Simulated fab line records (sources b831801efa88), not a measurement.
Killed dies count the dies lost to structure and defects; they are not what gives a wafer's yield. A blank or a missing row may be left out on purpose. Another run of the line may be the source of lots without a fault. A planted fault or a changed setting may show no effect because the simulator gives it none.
8D (eight disciplines) problem report, filled in by code / flow sky130 / the parts of the form that need people (team, actions taken, sign-off) are left out

1. WHAT WENT WRONG
Mean of runLengthS at SKY_FIELD_ISO_WET_ETCH_28: 134.1 s across 9 wafers in 3 lots; on wafers with no fault it is 74.4 s (standard deviation 2.9). That puts it +21 standard deviations away from the usual mean.
The step: etches SiO2 in dHF, target depth 23.7 nm, time 47 s.
First seen on wafer L766.1, day 4 02:12, on wetBench-01. The record holds 15 wafers of 5 lots with a number at this step. Rule for "out" (also "out of limits"): further than 4 standard deviations from the usual mean. The other wafers with a number count as sound.

2. WHAT IT IS, AND WHAT IT ISN'T
question=which readings at this step | is=runLengthS | is not=-
question=which lots | is=L766, L767, L769 | is not=L764, L768
question=which wafers of those lots | is=all that have a number | is not=-
question=read on which tools | is=wetBench-01 | is not=wetBench-04
question=when | is=from day 4 02:12 | is not=up to then (3 sound wafers); but 3 sound wafers of L768 came after

3. WHAT RULES OUT EACH SUSPECT
Counting: a tool stays on the suspect list if, at a process step up to the reading, it processed all lots that are out and no sound lot following the first of them.
- wetBench-01 at SKY_FIELD_ISO_WET_ETCH_28 (etches SiO2 in dHF, target depth 23.7 nm, time 47 s): kept. All lots that are out passed through it, beginning with L766 at day 4 02:12, and no sound lot followed; its final sound lot before that point was L764 at day 3 13:37. Its own readings are out on those wafers: runLengthS.
Remaining after the count: wetBench-01 at SKY_FIELD_ISO_WET_ETCH_28.

4. THE CAUSE (what the simulator had put in)
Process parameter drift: wetBench-01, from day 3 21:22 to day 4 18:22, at SKY_FIELD_ISO_WET_ETCH_28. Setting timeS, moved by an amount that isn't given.
After counting, this tool was the only one left.

5. SEQUENCE OF EFFECTS, ordered by route
Rows list readings where the struck wafers' mean (over those with a number) sits beyond 3 standard deviations from the usual. Scope: only readings with a usual standard deviation given in the record; hours: median across lots of the time from each lot's start at the first step in this table that gives one to its start at this step; sigmas: change in usual standard deviations.
hours=0; step=SKY_FIELD_ISO_WET_ETCH_28; reading=runLengthS; usual=74.4 s; on struck wafers=134.1; change=+59.7; sigmas=+21
Process steps it contains:
- SKY_FIELD_ISO_WET_ETCH_28: etches SiO2 in dHF, target depth 23.7 nm, time 47 s.

6. HOW IT WOULD HAVE BEEN CAUGHT EARLIER
In this record the first reading out of limits was taken at day 4 02:12, 5 hours after the fault began at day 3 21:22.
